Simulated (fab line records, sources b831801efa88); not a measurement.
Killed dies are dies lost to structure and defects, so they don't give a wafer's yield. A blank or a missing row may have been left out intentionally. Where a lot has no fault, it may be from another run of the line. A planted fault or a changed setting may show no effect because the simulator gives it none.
One fault through the eyes of 2 desks -- flow gf180mcu -- what lay behind the numbers comes last; until then each desk has only its own

## THE METROLOGY DESK
What the gauges read, lot by lot, whatever tool the lot ran on: means of the sampled wafers that have a number. A lot is out of limits, marked OUT, if its mean lies more than 4 standard deviations from the usual mean; the brackets give that distance.
Columns: A = PSD_TW at GF_PSD_TW_MEAS_11, usual 3180; B = V3_OVL at GF_V3_OVL_MEAS_15, usual 0 nm
lot,first seen here,A,B
L275,day 14 00:49,3183,-1
L278,day 15 06:00,3182,2
L280,day 16 02:37,30 (-99 or more) OUT,-
L281,day 16 09:40,30 (-99 or more) OUT,-
L282,day 16 16:19,30 (-99 or more) OUT,-
L283,day 17 01:56,3177,2
L290,day 19 16:06,3167,0
L291,day 19 22:33,3156,0
L293,day 20 15:41,3173,-4
L295,day 21 09:19,3183,-1
L296,day 21 15:25,3185,6
L298,day 22 08:57,3194,-4
Per this desk, out of limits: L280, L281, L282; the first was L280, day 16 02:37 (PSD_TW at GF_PSD_TW_MEAS_11). In limits: L275, L278, L283, L290, L291, L293, L295, L296, L298.

## TOOL OWNER'S DESK, plasma asher-03
The tool's own readings at GF_NSD_STRIP_11 (strips in O2/N2): means of the sampled wafers that have a number, for each lot that ran on this tool. A lot is out of limits, marked OUT, if its mean lies more than 4 standard deviations from the usual mean; the brackets give that distance.
Columns: A = chamber pressure mTorr at GF_NSD_STRIP_11, usual 1499.8 mTorr; B = drypump motor current A at GF_NSD_STRIP_11, usual 5.7 A; C = heater power w at GF_NSD_STRIP_11, usual 358 W; D = oes product au at GF_NSD_STRIP_11, usual 0.488 a.u.; E = strip time to endpoint s at GF_NSD_STRIP_11, usual 22.95 s
lot,first seen here,A,B,C,D,E
L275,day 13 04:40,1500.9,5.6,364,0.489,22.94
L283,day 16 03:06,1498.6,6.0,385,0.486,22.99
L290,day 18 16:07,1500.6,5.6,359,0.491,22.93
L293,day 19 14:59,1498.5,5.6,361,0.487,22.97
L296,day 20 14:52,1500.2,6.3,407,0.487,22.93
L298,day 21 08:37,1501.0,5.3,338,0.489,22.95
Result from this desk: across the 6 lots, nothing is out of limits.

## BROUGHT TOGETHER
On L280, L281, L282, the metrology desk was in a position to raise an alarm at day 16 02:37.
The tool owner's desk saw nothing out of limits.
The tool owner's desk has no number on record for L280, L281, L282.
All the named lots went through GF_NSD_STRIP_11 on plasma asher-03.

## WHAT THE SIMULATOR HAD INSERTED
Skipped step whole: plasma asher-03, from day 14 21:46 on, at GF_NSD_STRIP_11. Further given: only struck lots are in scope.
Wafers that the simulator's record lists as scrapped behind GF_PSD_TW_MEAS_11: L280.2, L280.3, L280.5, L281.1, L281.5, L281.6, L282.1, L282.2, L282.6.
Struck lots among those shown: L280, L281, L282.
Per desk, hours elapsed from the start of the fault to the first reading out of limits: for the metrology desk, 29.
